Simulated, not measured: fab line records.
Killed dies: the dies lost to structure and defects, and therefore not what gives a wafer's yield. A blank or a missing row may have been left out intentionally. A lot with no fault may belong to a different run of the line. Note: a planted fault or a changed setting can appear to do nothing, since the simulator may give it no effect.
Which tool is to blame? | flow sky130 | 13 lots, 39 wafers sampled, at 4 steps of a route of 708

WHAT THE GAUGES SHOWED, per wafer
SKY_PASSIVATION_THK_MEAS_03. Usual: PASSIVATION_CVD_02_THK 540 nm, standard deviation 8.4.
lot  | measured     | on            | PASSIVATION_CVD_02_THK (nm) | flag
L284 | day 43 02:23 | film-metro-04 | 538 529 534                 |
L285 | day 43 12:30 | film-metro-02 | 532 536 538                 |
L288 | day 44 19:19 | film-metro-02 | 541 534 543                 |
L290 | day 45 11:33 | film-metro-04 | 547 539 552                 |
L291 | day 45 18:34 | film-metro-04 | 537 552 546                 |
L294 | day 46 08:43 | film-metro-04 | 541 537 559                 |
L296 | day 46 20:00 | film-metro-01 | 539 551 543                 |
L297 | day 46 22:06 | film-metro-04 | 536 557 553                 |
L301 | day 48 07:02 | film-metro-02 | 546 541 543                 |
L302 | day 48 07:19 | film-metro-01 | 545 540 545                 |
L303 | day 48 15:06 | film-metro-04 | 524 530 544                 |
L304 | day 49 02:58 | film-metro-04 | 528 538 533                 |
L305 | day 49 14:47 | film-metro-02 | 537 536 550                 |

SKY_PAD_OPEN_BOW_MEAS_13. Usual: PAD_OPEN_BOW 49 um, standard deviation 9.2.
lot  | measured     | on            | PAD_OPEN_BOW (um) | flag
L284 | day 45 00:32 | film-metro-03 | 62 55 56          |
L285 | day 45 10:20 | film-metro-02 | 61 53 55          |
L288 | day 46 15:21 | film-metro-03 | 53 57 54          |
L290 | day 47 06:20 | film-metro-02 | 55 69 61          |
L291 | day 47 13:16 | film-metro-03 | 52 52 61          |
L294 | day 48 02:56 | film-metro-02 | 38 47 45          |
L296 | day 48 13:08 | film-metro-02 | 39 44 54          |
L297 | day 48 15:19 | film-metro-02 | 53 47 47          |
L301 | day 49 21:03 | film-metro-03 | 49 59 45          |
L302 | day 49 22:22 | film-metro-04 | 63 57 68          |
L303 | day 50 03:26 | film-metro-03 | 55 52 46          |
L304 | day 50 13:59 | film-metro-02 | 61 66 67          |
L305 | day 51 01:14 | film-metro-02 | 34 45 41          |

WHICH TOOL RAN EACH LOT (tool, then ch and the chambers of the sampled wafers, then the start)
lot  | SKY_VIA1_CLEAN_18               | SKY_METAL5_SPUTTER_02
L284 | wet-bench-02 ch 0, day 33 04:30 | pvd-sputter-04, day 42 02:25
L285 | wet-bench-04 ch 2, day 33 16:17 | pvd-sputter-04, day 42 12:46
L288 | wet-bench-01 ch 2, day 35 04:08 | pvd-sputter-02, day 43 20:22
L290 | wet-bench-01 ch 3, day 35 23:47 | pvd-sputter-04, day 44 12:55
L291 | wet-bench-04 ch 2, day 36 02:48 | pvd-sputter-02, day 44 20:09
L294 | wet-bench-04 ch 1, day 36 23:57 | pvd-sputter-04, day 45 10:28
L296 | wet-bench-04 ch 0, day 37 13:33 | pvd-sputter-01, day 45 21:40
L297 | wet-bench-04 ch 3, day 37 22:39 | pvd-sputter-04, day 46 00:28
L301 | wet-bench-04 ch 3, day 39 10:56 | pvd-sputter-01, day 47 10:22
L302 | wet-bench-04 ch 3, day 39 12:41 | pvd-sputter-02, day 47 10:40
L303 | wet-bench-04 ch 1, day 39 21:42 | pvd-sputter-01, day 47 18:32
L304 | wet-bench-04 ch 0, day 40 14:02 | pvd-sputter-01, day 48 08:10
L305 | wet-bench-01 ch 3, day 41 07:24 | pvd-sputter-01, day 48 20:16
- SKY_VIA1_CLEAN_18: cleans in IPA, time 180 s.
- SKY_METAL5_SPUTTER_02: material AlCu, target thk 1150 nm, time 61.2 s.

WHAT THE TOOLS THEMSELVES READ (means of the sampled wafers that have a number; where no wafer has one, the mark that the record gives instead)
SKY_METAL5_SPUTTER_02. Usual: cathode-dc-power-W 10600 W, standard deviation 2; throttle-valve-pct 30.1 %, standard deviation 1.2.
lot  | tool           | cathode-dc-power-W (W) | throttle-valve-pct (%) | flag
L284 | pvd-sputter-04 | 10600                  | 31.2                   |
L285 | pvd-sputter-04 | 10599                  | 31.2                   |
L288 | pvd-sputter-02 | 10600                  | 29.6                   |
L290 | pvd-sputter-04 | 10603                  | 30.9                   |
L291 | pvd-sputter-02 | 10600                  | 29.4                   |
L294 | pvd-sputter-04 | 10601                  | 31.3                   |
L296 | pvd-sputter-01 | 10600                  | 30.3                   |
L297 | pvd-sputter-04 | 10599                  | 30.0                   |
L301 | pvd-sputter-01 | 10600                  | 30.4                   |
L302 | pvd-sputter-02 | 10603                  | 29.6                   |
L303 | pvd-sputter-01 | 10600                  | 30.2                   |
L304 | pvd-sputter-01 | 10600                  | 30.3                   |
L305 | pvd-sputter-01 | 10600                  | 29.8                   |

THE ANSWER, worked out from the rows above alone
Rule: a lot counts as off when the mean over its wafers that have a number is more than 3 standard deviations away from the usual mean. Also off: a lot with no number at a reading for which 4 or more lots have one. All remaining lots with rows at the step are treated as sound. The gauges are gone through in route order, then the tools' own readings, and for those a lot's mean is taken as printed above. The first step at which some lot is off is used, and at that step the reading that is off furthest; a lot without a number counts as furthest.
Nothing can be told from this: no lot is off at any reading shown.

WHAT WAS PUT IN BY THE SIMULATOR
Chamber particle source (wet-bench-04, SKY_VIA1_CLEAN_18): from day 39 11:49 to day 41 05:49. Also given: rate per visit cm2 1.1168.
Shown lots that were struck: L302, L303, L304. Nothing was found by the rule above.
